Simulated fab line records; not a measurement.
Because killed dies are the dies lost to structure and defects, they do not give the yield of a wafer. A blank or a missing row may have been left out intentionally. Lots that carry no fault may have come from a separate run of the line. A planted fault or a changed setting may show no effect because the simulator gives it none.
Lot-split experiment / flow sky130 / 23 wafers read across 5 lots, on a route 708 steps long

== SPLIT DETAILS ==
At SKY_FIELD_ISO_WET_ETCH_30 (etches SiO2 in dHF, target depth 25 nm, time 50 s), the setting time-s was moved away from the recipe's 50 s on 15 of the 23 wafers read, by -13.2% to +14.1%. The other wafers ran this setting at the recipe's value.

The reading is taken at the split's own step.

== THE READING ==
SiO2_of_FIELD_ISO_CVD_24.thk-nm (the simulator's own value, which no gauge read), in nm, at SKY_FIELD_ISO_WET_ETCH_30 (etches SiO2 in dHF, target depth 25 nm, time 50 s). There is no usual value for it anywhere in the file. The 8 wafers here that ran the recipe average 403.6 nm, standard deviation 1.4 nm.

wafer=L077.1; tool, chamber at the split=wet-bench-01, 1; time-s as run, s=50; against the recipe=recipe; SiO2_of_FIELD_ISO_CVD_24.thk-nm, nm=405.4; against lot-mates on the recipe=-
wafer=L077.5; tool, chamber at the split=wet-bench-01, 1; time-s as run, s=50; against the recipe=recipe; SiO2_of_FIELD_ISO_CVD_24.thk-nm, nm=405.4; against lot-mates on the recipe=-
wafer=L077.4; tool, chamber at the split=wet-bench-01, 1; time-s as run, s=50; against the recipe=recipe; SiO2_of_FIELD_ISO_CVD_24.thk-nm, nm=403.1; against lot-mates on the recipe=-
wafer=L079.1; tool, chamber at the split=-, -; time-s as run, s=50; against the recipe=recipe; SiO2_of_FIELD_ISO_CVD_24.thk-nm, nm=401.1; against lot-mates on the recipe=-
wafer=L079.2; tool, chamber at the split=-, -; time-s as run, s=50; against the recipe=recipe; SiO2_of_FIELD_ISO_CVD_24.thk-nm, nm=402.2; against lot-mates on the recipe=-
wafer=L079.4; tool, chamber at the split=-, -; time-s as run, s=50; against the recipe=recipe; SiO2_of_FIELD_ISO_CVD_24.thk-nm, nm=403.6; against lot-mates on the recipe=-
wafer=L079.5; tool, chamber at the split=-, -; time-s as run, s=50; against the recipe=recipe; SiO2_of_FIELD_ISO_CVD_24.thk-nm, nm=403.7; against lot-mates on the recipe=-
wafer=L079.6; tool, chamber at the split=-, -; time-s as run, s=50; against the recipe=recipe; SiO2_of_FIELD_ISO_CVD_24.thk-nm, nm=403.9; against lot-mates on the recipe=-
wafer=L082.1; tool, chamber at the split=-, -; time-s as run, s=57.03; against the recipe=+14.1%; SiO2_of_FIELD_ISO_CVD_24.thk-nm, nm=400.8; against lot-mates on the recipe=no lot-mate on the recipe
wafer=L082.2; tool, chamber at the split=-, -; time-s as run, s=57.03; against the recipe=+14.1%; SiO2_of_FIELD_ISO_CVD_24.thk-nm, nm=401.3; against lot-mates on the recipe=no lot-mate on the recipe
wafer=L082.4; tool, chamber at the split=-, -; time-s as run, s=57.03; against the recipe=+14.1%; SiO2_of_FIELD_ISO_CVD_24.thk-nm, nm=401.1; against lot-mates on the recipe=no lot-mate on the recipe
wafer=L082.5; tool, chamber at the split=-, -; time-s as run, s=57.03; against the recipe=+14.1%; SiO2_of_FIELD_ISO_CVD_24.thk-nm, nm=399.8; against lot-mates on the recipe=no lot-mate on the recipe
wafer=L082.6; tool, chamber at the split=-, -; time-s as run, s=57.03; against the recipe=+14.1%; SiO2_of_FIELD_ISO_CVD_24.thk-nm, nm=397.9; against lot-mates on the recipe=no lot-mate on the recipe
wafer=L083.1; tool, chamber at the split=-, -; time-s as run, s=43.39; against the recipe=-13.2%; SiO2_of_FIELD_ISO_CVD_24.thk-nm, nm=407.7; against lot-mates on the recipe=no lot-mate on the recipe
wafer=L083.2; tool, chamber at the split=-, -; time-s as run, s=43.39; against the recipe=-13.2%; SiO2_of_FIELD_ISO_CVD_24.thk-nm, nm=408.6; against lot-mates on the recipe=no lot-mate on the recipe
wafer=L083.3; tool, chamber at the split=-, -; time-s as run, s=43.39; against the recipe=-13.2%; SiO2_of_FIELD_ISO_CVD_24.thk-nm, nm=408.2; against lot-mates on the recipe=no lot-mate on the recipe
wafer=L083.4; tool, chamber at the split=-, -; time-s as run, s=43.39; against the recipe=-13.2%; SiO2_of_FIELD_ISO_CVD_24.thk-nm, nm=407.2; against lot-mates on the recipe=no lot-mate on the recipe
wafer=L083.6; tool, chamber at the split=-, -; time-s as run, s=43.39; against the recipe=-13.2%; SiO2_of_FIELD_ISO_CVD_24.thk-nm, nm=407.4; against lot-mates on the recipe=no lot-mate on the recipe
wafer=L085.1; tool, chamber at the split=-, -; time-s as run, s=45.49; against the recipe=-9.0%; SiO2_of_FIELD_ISO_CVD_24.thk-nm, nm=405.3; against lot-mates on the recipe=no lot-mate on the recipe
wafer=L085.2; tool, chamber at the split=-, -; time-s as run, s=45.49; against the recipe=-9.0%; SiO2_of_FIELD_ISO_CVD_24.thk-nm, nm=406.9; against lot-mates on the recipe=no lot-mate on the recipe
wafer=L085.4; tool, chamber at the split=-, -; time-s as run, s=45.49; against the recipe=-9.0%; SiO2_of_FIELD_ISO_CVD_24.thk-nm, nm=406.8; against lot-mates on the recipe=no lot-mate on the recipe
wafer=L085.5; tool, chamber at the split=-, -; time-s as run, s=45.49; against the recipe=-9.0%; SiO2_of_FIELD_ISO_CVD_24.thk-nm, nm=406.3; against lot-mates on the recipe=no lot-mate on the recipe
wafer=L085.6; tool, chamber at the split=-, -; time-s as run, s=45.49; against the recipe=-9.0%; SiO2_of_FIELD_ISO_CVD_24.thk-nm, nm=406.1; against lot-mates on the recipe=no lot-mate on the recipe

THE FIT
A straight line over all 23 wafers: SiO2_of_FIELD_ISO_CVD_24.thk-nm changes by -0.278 nm for each +1% of time-s; r = -0.93; the points scatter about the line by 1.1 nm.
Too few moved wafers have a lot-mate on the recipe to fit a line with each lot's own level taken away.

== THE FILE'S OWN FIT ==
SiO2_of_FIELD_ISO_CVD_24.thk-nm changes by -0.278 nm for each +1% of time-s, r = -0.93.
